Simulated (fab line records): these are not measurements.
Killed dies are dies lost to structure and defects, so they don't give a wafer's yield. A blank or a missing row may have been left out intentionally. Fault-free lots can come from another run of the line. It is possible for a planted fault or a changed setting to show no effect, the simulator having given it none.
Problem report, 8D (eight disciplines) form, completed by code	flow sky130	the parts of the form that need people (team, actions taken, sign-off) are left out

1. PROBLEM STATEMENT
At SKY_METAL2_SOFTBAKE_11, plate-temp-C averages 99.11 C over 6 wafers from 2 lots, while fault-free wafers read 100.04 C, standard deviation 0.13. That puts it -7.1 standard deviations away from the usual mean.
The step: time 90 s.
Earliest sighting: wafer L271.2 on litho-track-02 at day 38 17:00. The record has a number at this step for 39 wafers belonging to 13 lots. By rule, "out" or "out of limits" means more than 4 standard deviations away from the usual mean. Any other wafer with a number is counted as sound.

2. WHAT IT IS AND WHAT IT IS NOT
question	is	is not
which readings at this step	plate-temp-C, heater-power-total-W	-
which lots	L271, L273	L260, L261, L262, L263, L264, L265, L266, L267, L278, L280, L281
which wafers of those lots	all that have a number	-
read on which tools	litho-track-02	litho-track-01, litho-track-04
when	from day 38 17:00	up to then (24 sound wafers); but 9 sound wafers of L278, L280, L281 came after

3. WHAT RULES OUT EACH SUSPECT
Counting: a tool at a process step up to the reading stays a suspect if it ran every lot that is out and no sound lot after the first of them.
- litho-track-02 at SKY_METAL2_SOFTBAKE_11 (time 90 s): ruled out as a lasting fault. After its first lot that is out, L271 (day 38 17:00), sound lots L281 ran on it.
Left after counting: nothing in the record.

4. THE CAUSE (what the simulator had put in)
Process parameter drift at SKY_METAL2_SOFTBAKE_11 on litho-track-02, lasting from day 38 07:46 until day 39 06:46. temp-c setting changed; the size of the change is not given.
Counting ruled it out, wrongly.

5. THE EFFECT CHAIN, in route order
Each row: a reading where the mean over the struck wafers with a number is more than 3 standard deviations away from the usual. Only readings whose record carries a usual standard deviation are examined. hours: median over the lots of the time between each lot's start at the first step of this table that gives one and its start at this step. sigmas: the change, counted in usual standard deviations.
hours	step	reading	usual	on struck wafers	change	sigmas
0	SKY_METAL2_SOFTBAKE_11	heater-power-total-W	57.36 W	56.62	-0.74	-6.2
0	SKY_METAL2_SOFTBAKE_11	plate-temp-C	100.04 C	99.11	-0.93	-7.1
The process steps in it:
- SKY_METAL2_SOFTBAKE_11: time 90 s.
Later steps that measure or inspect, where all struck wafers having a row at the step show a number for every such reading and not one has moved that far: SKY_METAL2_OVL_MEAS_16.

6. HOW IT WOULD HAVE BEEN CAUGHT EARLIER
The fault began at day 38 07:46; the first out-of-limits reading in this record came at day 38 17:00, 9 hours later.
